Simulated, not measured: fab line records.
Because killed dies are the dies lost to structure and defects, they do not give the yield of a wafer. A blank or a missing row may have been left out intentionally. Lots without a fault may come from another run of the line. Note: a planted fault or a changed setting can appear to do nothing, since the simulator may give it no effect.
fab line records	flow gf180mcu	part 1 of 2: steps 1 to 31 of 41
record lots=5	wafers=15	last-day=33
route steps=602 shown M2@368 V2@382
lots with no fault: from the same line, run without faults
start-h: hours from the record's opening day to when the first of the lot's shown wafers began	wait-h: hours from the lot's prior step to this one	" unchanged from the row above	L1.1+2: one row covering several wafers at once	- no value present, or no start provided	* or withheld: withheld	< > ~ a bound
route shown NAME@n: a module of which the file shows steps, and the number in the route of the first	usual: average and standard deviation across the fault-free wafers	same: alike in all rows	chamber/n: place in a boat	sites: each site's reading	_std_site: their standard deviation	_edge_site: outer sites' mean less inner sites'	radius-mm: for every site, how far away it sits from the centre of the wafer	mask NAME#n: copy n	behind: the last tool/chamber to shape the wafer	hold: cause of the lot's hold/its duration in hours/its outcome	device: transistor that didn't switch, given as n, p or np	end of line: at the end of the route, the tests of the same wafers	a step without rows: its recipe alone	killed: dies that structure and defects cost at the first sort, which is not the same as the wafer's yield	map: per-die view of a wafer (x killed, . not killed, _ where there is no die)
set.NAME: the setting as run; set.NAME@STEP: as run at that earlier step	model.NAME: the simulator's own value behind a step, which no gauge read
certain route steps with their lots: each step a table, each wafer a row
services: a tool's chamber out of use, with start hour (start-h, from the record's first day; less than 0 if before it), hours out, and reason
## steps
# step GF_M2_THK_MEAS_06
# recipe thk-meas-gauge=xrf	reads=AlCu_of_M2_SPUTTER_02
# usual M2_ALCU_THK=452/5
lot.wafer	tool	chamber	start-h	wait-h	M2_ALCU_THK[nm]
L079.4	film-metro-01	-	458.58	0.1	451
L079.5	"	-	"	"	448
L079.6	"	-	"	"	454
L078.3	film-metro-01	-	459.76	0.1	458
L078.5	"	-	"	"	454
L078.6	"	-	"	"	449
L081.3	film-metro-01	-	476.82	0.1	442
L081.5	"	-	"	"	445
L081.6	"	-	"	"	447
L083.1	film-metro-04	-	509.77	0.1	458
L083.5	"	-	"	"	459
L083.6	"	-	"	"	457
L092.2	film-metro-03	-	571.71	0.1	451
L092.5	"	-	"	"	452
L092.6	"	-	"	"	450
# step GF_M2_DEHYDRATE_07
# recipe temp-c=200	time-s=60
lot.wafer	tool	chamber	start-h	wait-h
L079.4+5+6	litho-track-01	0	469.88	11.3
L078.3+5+6	litho-track-04	0	471.35	11.6
L081.3+5+6	litho-track-04	0	488.85	12.0
L083.1+5+6	litho-track-04	0	520.60	10.8
L092.2+5+6	litho-track-04	0	581.87	10.2
# step GF_M2_HMDS_08
# recipe prime-time-s=60	prime-temp-c=120
# usual prime-temp-c=120.02/0.13
# same prime-time-s=60
lot.wafer	tool	chamber	start-h	wait-h	prime-temp-c
L079.4	litho-track-01	0	470.03	0.1	119.98
L079.5	"	0	"	"	119.88
L079.6	"	0	"	"	120.05
L078.3	litho-track-04	0	471.50	0.1	120.09
L078.5	"	0	"	"	120.20
L078.6	"	0	"	"	120.04
L081.3	litho-track-04	0	489.00	0.1	119.96
L081.5	"	0	"	"	120.00
L081.6	"	0	"	"	120.30
L083.1	litho-track-04	0	520.75	0.1	120.13
L083.5	"	0	"	"	120.17
L083.6	"	0	"	"	120.06
L092.2	litho-track-04	0	582.02	0.1	120.12
L092.5	"	0	"	"	120.03
L092.6	"	0	"	"	120.02
# step GF_M2_COAT_09
# recipe resist=KrF	spin-rpm=withheld	resist-thk-nm=1000
lot.wafer	tool	chamber	start-h	wait-h
L079.4+5+6	litho-track-01	0	470.18	0.1
L078.3+5+6	litho-track-04	0	471.65	0.1
L081.3+5+6	litho-track-04	0	489.15	0.1
L083.1+5+6	litho-track-04	0	520.90	0.1
L092.2+5+6	litho-track-04	0	582.17	0.1
# step GF_M2_SOFTBAKE_10
# recipe temp-c=130	time-s=60	resist=KrF
lot.wafer	tool	chamber	start-h	wait-h
L079.4+5+6	litho-track-01	0	470.33	0.1
L078.3+5+6	litho-track-04	0	471.80	0.1
L081.3+5+6	litho-track-04	0	489.30	0.1
L083.1+5+6	litho-track-04	0	521.05	0.1
L092.2+5+6	litho-track-04	0	582.32	0.1
# step GF_M2_EXPOSE_11
# recipe mask-id=Metal2	target-cd-nm=280	na=0.68	source-shape=conventional	sigma-outer=0.6	dose-mj=28
# usual exposure-dose-mJ-cm2=28.03/0.03
lot.wafer	tool	chamber	start-h	wait-h	mask	exposure-dose-mJ-cm2
L079.4	krf-scanner-01	0	-	-	Metal2#0	28.02
L079.5	"	0	"	"	Metal2#0	28.03
L079.6	"	0	"	"	Metal2#0	28.05
L078.3	krf-scanner-02	0	-	-	Metal2#0	28.03
L078.5	"	0	"	"	Metal2#0	27.99
L078.6	"	0	"	"	Metal2#0	28.02
L081.3	krf-scanner-01	0	-	-	Metal2#0	28.06
L081.5	"	0	"	"	Metal2#0	28.04
L081.6	"	0	"	"	Metal2#0	28.03
L083.1	krf-scanner-02	0	-	-	Metal2#0	27.99
L083.5	"	0	"	"	Metal2#0	28.00
L083.6	"	0	"	"	Metal2#0	27.99
L092.2	krf-scanner-01	0	-	-	Metal2#0	28.01
L092.5	"	0	"	"	Metal2#0	28.01
L092.6	"	0	"	"	Metal2#0	28.02
# step GF_M2_PEB_12
# recipe peb-temp-c=135	peb-time-s=90	resist=KrF
lot.wafer	tool	chamber	start-h	wait-h
L079.4+5+6	litho-track-02	0	-	-
L078.3+5+6	litho-track-01	0	-	-
L081.3+5+6	litho-track-02	0	-	-
L083.1+5+6	litho-track-02	0	-	-
L092.2+5+6	litho-track-04	0	-	-
# step GF_M2_DEVELOP_13
# recipe develop-time-s=57.33	dev-temp-c=21
# same develop-time-s=57.33
lot.wafer	tool	chamber	start-h	wait-h
L079.4+5+6	litho-track-02	0	483.41	0.1
L078.3+5+6	litho-track-01	0	484.55	0.1
L081.3+5+6	litho-track-02	0	501.39	0.1
L083.1+5+6	litho-track-02	0	532.33	0.2
L092.2+5+6	litho-track-04	0	592.52	0.2
# step GF_M2_CD_MEAS_14
# recipe target-cd-nm=280
# usual cd-nm=279.9/1.2
lot.wafer	tool	chamber	start-h	wait-h	cd-nm
L079.4	cd-sem-02	-	483.55	0.1	281.5
L079.5	"	-	"	"	280.1
L079.6	"	-	"	"	279.8
L078.3	cd-sem-02	-	484.69	0.1	279.6
L078.5	"	-	"	"	279.6
L078.6	"	-	"	"	280.6
L081.3	cd-sem-01	-	501.53	0.1	279.5
L081.5	"	-	"	"	280.8
L081.6	"	-	"	"	280.2
L083.1	cd-sem-01	-	532.48	0.1	279.9
L083.5	"	-	"	"	280.5
L083.6	"	-	"	"	281.1
L092.2	cd-sem-01	-	592.67	0.1	279.2
L092.5	"	-	"	"	280.0
L092.6	"	-	"	"	279.8
# step GF_M2_OVL_MEAS_15
# usual M2_OVL=1/7
lot.wafer	tool	chamber	start-h	wait-h	M2_OVL[nm]
L079.4	overlay-01	-	483.62	0.1	10
L079.5	"	-	"	"	10
L079.6	"	-	"	"	9
L078.3	overlay-01	-	484.78	0.1	4
L078.5	"	-	"	"	10
L078.6	"	-	"	"	7
L081.3	overlay-01	-	501.62	0.1	6
L081.5	"	-	"	"	0
L081.6	"	-	"	"	1
L083.1	overlay-02	-	532.60	0.1	-1
L083.5	"	-	"	"	8
L083.6	"	-	"	"	8
L092.2	overlay-02	-	592.78	0.1	3
L092.5	"	-	"	"	9
L092.6	"	-	"	"	14
# step GF_M2_METAL_ETCH_16
# recipe chemistry=Cl2/BCl3	mask-material=KrF	target-depth-nm=750.8	stop-on=SiO2	pressure-mtorr=8	icp-w=800	bias-w=140	Cl2_flow_sccm=80	bcl3-flow-sccm=40	time-s=125.1
# usual drypump-motor-current-A=5.85/0.21	oes-product-au=0.989/0.0057	throttle-valve-pct=28.229/0.011
lot.wafer	tool	chamber	start-h	wait-h	drypump-motor-current-A	oes-product-au	rf-hours-counter-h	throttle-valve-pct
L079.4	rie-metal-02	1	483.68	0.1	5.96	1.000	-	28.214
L079.5	"	1	"	"	5.99	0.997	-	28.230
L079.6	"	0	"	"	6.17	0.989	-	28.219
L078.3	rie-metal-04	0	484.85	0.1	5.66	0.985	-	28.233
L078.5	"	0	"	"	5.68	0.983	-	28.240
L078.6	"	1	"	"	5.86	0.987	-	28.224
L081.3	rie-metal-04	1	501.68	0.1	5.88	0.988	-	28.215
L081.5	"	1	"	"	5.87	0.989	-	28.220
L081.6	"	0	"	"	5.68	0.985	-	28.227
L083.1	rie-metal-04	0	532.64	0.0	5.61	0.997	11	28.225
L083.5	"	0	"	"	5.68	0.988	-	28.231
L083.6	"	1	"	"	5.88	0.973	-	28.245
L092.2	rie-metal-04	0	592.81	0.0	5.65	0.998	13	28.219
L092.5	"	1	"	"	5.90	0.986	-	28.222
L092.6	"	0	"	"	5.66	1.001	-	28.250
# step GF_M2_STRIP_17
# recipe chemistry=O2/N2	power-w=1400	pressure-mtorr=1500	platen-temp-c=250	o2-flow-sccm=3000	n2-flow-sccm=300	overash-fraction=0.5
# usual drypump-motor-current-A=5.61/0.17	heater-power-w=372/39	o2-flow-sccm=3001/9.2	oes-product-au=0.538/0.0044	strip-time-to-endpoint-s=7.39/0.043
# same overash-fraction=0.5
lot.wafer	tool	chamber	start-h	wait-h	drypump-motor-current-A	heater-power-w	o2-flow-sccm	oes-product-au	rf-hours-counter-h	strip-time-to-endpoint-s
L079.4	plasma-asher-03	0	483.80	0.1	5.76	359	2994	0.538	-	7.36
L079.5	"	1	"	"	5.57	374	3020	0.534	-	7.40
L079.6	"	0	"	"	5.75	362	2982	0.541	-	7.34
L078.3	plasma-asher-04	1	484.97	0.1	5.52	424	3010	0.536	-	7.42
L078.5	"	1	"	"	5.51	440	3006	0.538	-	7.39
L078.6	"	0	"	"	5.48	362	3000	0.535	-	7.45
L081.3	plasma-asher-04	0	501.80	0.1	5.50	351	3016	0.539	-	7.36
L081.5	"	0	"	"	5.51	362	3012	0.528	-	7.31
L081.6	"	1	"	"	5.51	431	2991	0.536	-	7.36
L083.1	plasma-asher-03	1	532.77	0.1	5.55	371	3004	0.540	90	7.44
L083.5	"	1	"	"	5.55	374	3001	0.541	-	7.44
L083.6	"	0	"	"	5.74	367	3013	0.546	-	7.48
L092.2	plasma-asher-04	1	592.93	0.1	5.50	437	3001	0.543	91	7.32
L092.5	"	0	"	"	5.50	364	3011	0.529	-	7.36
L092.6	"	1	"	"	5.49	418	2995	0.533	-	7.34
# step GF_M2_STRIP_18
# recipe chemistry=post-etch-residue-remover	time-s=1200	temp-c=72.5
lot.wafer	tool	chamber	start-h	wait-h
L079.4+5+6	wet-bench-02	2	483.87	0.0
L078.3+5+6	wet-bench-03	3	485.04	0.0
L081.3+5+6	wet-bench-04	1	501.87	0.0
L083.1+5+6	wet-bench-04	0	532.87	0.1
L092.2+5+6	wet-bench-02	3	593.03	0.1
# step GF_M2_CLEAN_19
# recipe chemistry=DIW	dry=n2-spin
lot.wafer	tool	chamber	start-h	wait-h
L079.4+5+6	wet-bench-03	2	484.24	0.0
L078.3+5+6	wet-bench-04	0	485.38	0.0
L081.3+5+6	wet-bench-03	1	502.21	0.0
L083.1+5+6	wet-bench-03	0	533.21	0.0
L092.2+5+6	wet-bench-04	2	593.41	0.0
# step GF_V2_CVD_00
# recipe material=SiO2	target-thk-nm=600	sigma-open-frac=0.3	temp-c=400	time-s=100	sih4-flow-sccm=60	pressure-mtorr=6
lot.wafer	tool	chamber	start-h	wait-h
L079.4+5+6	hdpcvd-01	1,0,2	484.37	0.0
L078.3+5+6	hdpcvd-02	2,2,1	485.47	0.0
L081.3+5+6	hdpcvd-02	2,2,0	502.30	0.0
L083.1+5+6	hdpcvd-02	0,2,1	533.30	0.0
L092.2+5+6	hdpcvd-02	1,0,1	593.50	0.0
# step GF_V2_THK_MEAS_01
# recipe reads=SiO2_of_V2_CVD_00
# usual V2_CVD_00_THK=599/6.3
lot.wafer	tool	chamber	start-h	wait-h	V2_CVD_00_THK[nm]
L079.4	film-metro-01	-	484.48	0.1	598
L079.5	"	-	"	"	598
L079.6	"	-	"	"	594
L078.3	film-metro-01	-	485.56	0.1	605
L078.5	"	-	"	"	598
L078.6	"	-	"	"	603
L081.3	film-metro-03	-	502.40	0.1	606
L081.5	"	-	"	"	598
L081.6	"	-	"	"	603
L083.1	film-metro-02	-	533.38	0.0	604
L083.5	"	-	"	"	611
L083.6	"	-	"	"	600
L092.2	film-metro-03	-	593.58	0.0	609
L092.5	"	-	"	"	596
L092.6	"	-	"	"	597
# step GF_V2_CVD_02
# recipe material=SiO2	target-thk-nm=850	precursor=TEOS	temp-c=400	time-s=94.851	rf-w=600
# usual heater-power-w=645/87
lot.wafer	tool	chamber	start-h	wait-h	heater-power-w
L079.4	pecvd-04	2	484.54	0.1	602
L079.5	"	0	"	"	592
L079.6	"	1	"	"	445
L078.3	pecvd-02	1	485.60	0.0	604
L078.5	"	0	"	"	701
L078.6	"	1	"	"	637
L081.3	pecvd-04	1	502.44	0.0	520
L081.5	"	2	"	"	718
L081.6	"	1	"	"	552
L083.1	pecvd-04	2	533.44	0.1	769
L083.5	"	0	"	"	594
L083.6	"	2	"	"	615
L092.2	pecvd-01	0	593.63	0.0	770
L092.5	"	2	"	"	509
L092.6	"	0	"	"	806
# step GF_V2_THK_MEAS_03
# recipe reads=SiO2_of_V2_CVD_02
# usual V2_CVD_02_THK=851/11
lot.wafer	tool	chamber	start-h	wait-h	V2_CVD_02_THK[nm]
L079.4	film-metro-01	-	484.61	0.0	843
L079.5	"	-	"	"	847
L079.6	"	-	"	"	847
L078.3	film-metro-02	-	485.69	0.1	839
L078.5	"	-	"	"	856
L078.6	"	-	"	"	849
L081.3	film-metro-03	-	502.53	0.1	842
L081.5	"	-	"	"	844
L081.6	"	-	"	"	856
L083.1	film-metro-03	-	533.51	0.0	833
L083.5	"	-	"	"	858
L083.6	"	-	"	"	849
L092.2	film-metro-02	-	593.71	0.0	851
L092.5	"	-	"	"	857
L092.6	"	-	"	"	867
# step GF_V2_CMP_04
# recipe material=SiO2	down-force-psi=4	platen-rpm=60	pad-velocity-m-s=0.94248
# usual motor-current-A=12.4/1.4	time-to-endpoint-s=80/4.7
lot.wafer	tool	chamber	start-h	wait-h	motor-current-A	time-to-endpoint-s
L079.4	cmp-02	1	484.69	0.1	12.0	83
L079.5	"	0	"	"	14.2	79
L079.6	"	1	"	"	11.8	84
L078.3	cmp-02	0	485.85	0.1	13.6	75
L078.6	"	0	"	"	13.9	77
L078.5	"	1	"	"	12.0	83
L081.3	cmp-01	3	502.72	0.2	13.9	77
L081.5	"	0	"	"	11.1	82
L081.6	"	1	"	"	11.7	83
L083.1	cmp-01	3	533.72	0.2	13.7	70
L083.6	"	0	"	"	12.1	81
L083.5	"	1	"	"	10.8	82
L092.2	cmp-02	3	593.86	0.1	13.2	82
L092.6	"	1	"	"	11.8	91
L092.5	"	2	"	"	10.5	80
# step GF_V2_BOW_MEAS_05
# recipe mode=bow
# usual V2_BOW=100/8.3
lot.wafer	tool	chamber	start-h	wait-h	V2_BOW[um]
L079.4	film-metro-01	-	485.43	0.7	100
L079.5	"	-	"	"	105
L079.6	"	-	"	"	101
L078.3	film-metro-02	-	486.19	0.3	117
L078.5	"	-	"	"	99
L078.6	"	-	"	"	105
L081.3	film-metro-01	-	502.91	0.1	96
L081.5	"	-	"	"	97
L081.6	"	-	"	"	100
L083.1	film-metro-03	-	533.87	0.1	104
L083.5	"	-	"	"	99
L083.6	"	-	"	"	102
L092.2	film-metro-03	-	594.08	0.2	96
L092.5	"	-	"	"	88
L092.6	"	-	"	"	90
# step GF_V2_DEHYDRATE_06
# recipe temp-c=200	time-s=60
lot.wafer	tool	chamber	start-h	wait-h
L079.4+5+6	litho-track-03	0	496.42	11.0
L078.3+5+6	litho-track-04	0	497.75	11.5
L081.3+5+6	litho-track-01	0	513.90	11.0
L083.1+5+6	litho-track-03	0	544.40	10.5
L092.2+5+6	litho-track-04	0	604.12	10.0
# step GF_V2_HMDS_07
# recipe prime-time-s=60	prime-temp-c=120
# usual prime-temp-c=119.98/0.12
# same prime-time-s=60
lot.wafer	tool	chamber	start-h	wait-h	prime-temp-c
L079.4	litho-track-03	0	496.57	0.1	119.86
L079.5	"	0	"	"	120.06
L079.6	"	0	"	"	119.94
L078.3	litho-track-04	0	497.90	0.1	120.08
L078.5	"	0	"	"	120.06
L078.6	"	0	"	"	120.03
L081.3	litho-track-01	0	514.05	0.1	119.93
L081.5	"	0	"	"	119.84
L081.6	"	0	"	"	119.82
L083.1	litho-track-03	0	544.55	0.1	120.03
L083.5	"	0	"	"	119.90
L083.6	"	0	"	"	119.96
L092.2	litho-track-04	0	604.27	0.1	120.02
L092.5	"	0	"	"	120.08
L092.6	"	0	"	"	119.97
# step GF_V2_COAT_08
# recipe resist=BARC	temp-c=withheld	time-s=withheld	spin-rpm=withheld	resist-thk-nm=withheld
lot.wafer	tool	chamber	start-h	wait-h
L079.4+5+6	litho-track-03	0	496.72	0.1
L078.3+5+6	litho-track-04	0	498.05	0.1
L081.3+5+6	litho-track-01	0	514.20	0.1
L083.1+5+6	litho-track-03	0	544.70	0.1
L092.2+5+6	litho-track-04	0	604.42	0.1
# step GF_V2_COAT_09
# recipe resist=KrF	spin-rpm=withheld	resist-thk-nm=1000
lot.wafer	tool	chamber	start-h	wait-h
L079.4+5+6	litho-track-03	0	-	-
L078.3+5+6	litho-track-04	0	-	-
L081.3+5+6	litho-track-01	0	-	-
L083.1+5+6	litho-track-03	0	-	-
L092.2+5+6	litho-track-04	0	-	-
# step GF_V2_SOFTBAKE_10
# recipe temp-c=130	time-s=60	resist=KrF
lot.wafer	tool	chamber	start-h	wait-h
L079.4+5+6	litho-track-03	0	-	-
L078.3+5+6	litho-track-04	0	-	-
L081.3+5+6	litho-track-01	0	-	-
L083.1+5+6	litho-track-03	0	-	-
L092.2+5+6	litho-track-04	0	-	-
# step GF_V2_EXPOSE_11
# recipe mask-id=Via2	target-cd-nm=260	na=0.68	source-shape=conventional	sigma-outer=0.6	dose-mj=38
# usual exposure-dose-mJ-cm2=37.18/0.035
lot.wafer	tool	chamber	start-h	wait-h	mask	exposure-dose-mJ-cm2
L079.4	krf-scanner-02	0	-	-	Via2#0	37.19
L079.5	"	0	"	"	Via2#0	37.18
L079.6	"	0	"	"	Via2#0	37.14
L078.3	krf-scanner-01	0	-	-	Via2#0	37.17
L078.5	"	0	"	"	Via2#0	37.11
L078.6	"	0	"	"	Via2#0	37.16
L081.3	krf-scanner-02	0	-	-	Via2#0	37.22
L081.5	"	0	"	"	Via2#0	37.27
L081.6	"	0	"	"	Via2#0	37.21
L083.1	krf-scanner-01	0	-	-	Via2#0	37.18
L083.5	"	0	"	"	Via2#0	37.11
L083.6	"	0	"	"	Via2#0	37.18
L092.2	krf-scanner-02	0	-	-	Via2#0	37.11
L092.5	"	0	"	"	Via2#0	37.15
L092.6	"	0	"	"	Via2#0	37.13
# step GF_V2_PEB_12
# recipe peb-temp-c=136.3	peb-time-s=90	resist=KrF
lot.wafer	tool	chamber	start-h	wait-h
L079.4+5+6	litho-track-03	0	-	-
L078.3+5+6	litho-track-04	0	-	-
L081.3+5+6	litho-track-03	0	-	-
L083.1+5+6	litho-track-03	0	-	-
L092.2+5+6	litho-track-03	0	-	-
# step GF_V2_DEVELOP_13
# recipe develop-time-s=60	resist=KrF	dev-temp-c=21
# same develop-time-s=60
lot.wafer	tool	chamber	start-h	wait-h
L079.4+5+6	litho-track-03	0	509.12	0.1
L078.3+5+6	litho-track-04	0	510.45	0.1
L081.3+5+6	litho-track-03	0	526.20	0.1
L083.1+5+6	litho-track-03	0	556.35	0.2
L092.2+5+6	litho-track-03	0	614.97	0.2
# step GF_V2_CD_MEAS_14
# recipe target-cd-nm=260
# usual cd-nm=260.1/1.3
lot.wafer	tool	chamber	start-h	wait-h	cd-nm
L079.4	cd-sem-01	-	509.26	0.1	260.1
L079.5	"	-	"	"	260.9
L079.6	"	-	"	"	260.1
L078.3	cd-sem-01	-	510.59	0.1	257.7
L078.5	"	-	"	"	258.4
L078.6	"	-	"	"	258.9
L081.3	cd-sem-02	-	526.34	0.1	257.7
L081.5	"	-	"	"	258.1
L081.6	"	-	"	"	258.7
L083.1	cd-sem-01	-	556.50	0.1	258.6
L083.5	"	-	"	"	259.2
L083.6	"	-	"	"	258.8
L092.2	cd-sem-02	-	615.12	0.1	258.3
L092.5	"	-	"	"	259.1
L092.6	"	-	"	"	258.6
# step GF_V2_OVL_MEAS_15
# usual V2_OVL=0/4.7
lot.wafer	tool	chamber	start-h	wait-h	V2_OVL[nm]
L079.4	overlay-02	-	509.34	0.1	-10
L079.5	"	-	"	"	-6
L079.6	"	-	"	"	-5
L078.3	overlay-01	-	510.68	0.1	0
L078.5	"	-	"	"	2
L078.6	"	-	"	"	3
L081.3	overlay-02	-	526.43	0.1	-3
L081.5	"	-	"	"	-2
L081.6	"	-	"	"	-2
L083.1	overlay-01	-	556.62	0.1	-5
L083.5	"	-	"	"	-6
L083.6	"	-	"	"	-9
L092.2	overlay-01	-	615.22	0.1	-3
L092.5	"	-	"	"	-3
L092.6	"	-	"	"	-1
# step GF_V2_ETCH_16
# recipe chemistry=N2/H2	target-depth-a=withheld	overetch-a=withheld	time-s=withheld	target=BARC	ion-energy-ev=200	source-w=500	bias-w=100	pressure-mtorr=30	n2-flow-sccm=100	h2-flow-sccm=200
# usual drypump-motor-current-A=5.8/0.43	oes-product-au=0.854/0.0051	throttle-valve-pct=13.224/0.0092
lot.wafer	tool	chamber	start-h	wait-h	drypump-motor-current-A	oes-product-au	throttle-valve-pct
L079.4	rie-diel-02	1	509.38	0.0	6.1	0.854	13.229
L079.5	"	2	"	"	5.6	0.863	13.196
L079.6	"	3	"	"	5.3	0.862	13.239
L078.3	rie-diel-04	3	510.71	0.0	6.2	0.861	13.218
L078.5	"	0	"	"	6.1	0.852	13.233
L078.6	"	3	"	"	6.2	0.857	13.213
L081.3	rie-diel-02	3	526.45	0.0	5.3	0.850	13.221
L081.5	"	3	"	"	5.3	0.854	13.224
L081.6	"	0	"	"	5.1	0.856	13.219
L083.1	rie-diel-04	1	556.65	0.0	5.6	0.851	13.211
L083.5	"	2	"	"	5.6	0.852	13.210
L083.6	"	1	"	"	5.6	0.855	13.216
L092.2	rie-diel-02	0	615.25	0.0	5.0	0.864	13.214
L092.5	"	1	"	"	6.1	0.852	13.220
L092.6	"	2	"	"	5.6	0.854	13.221
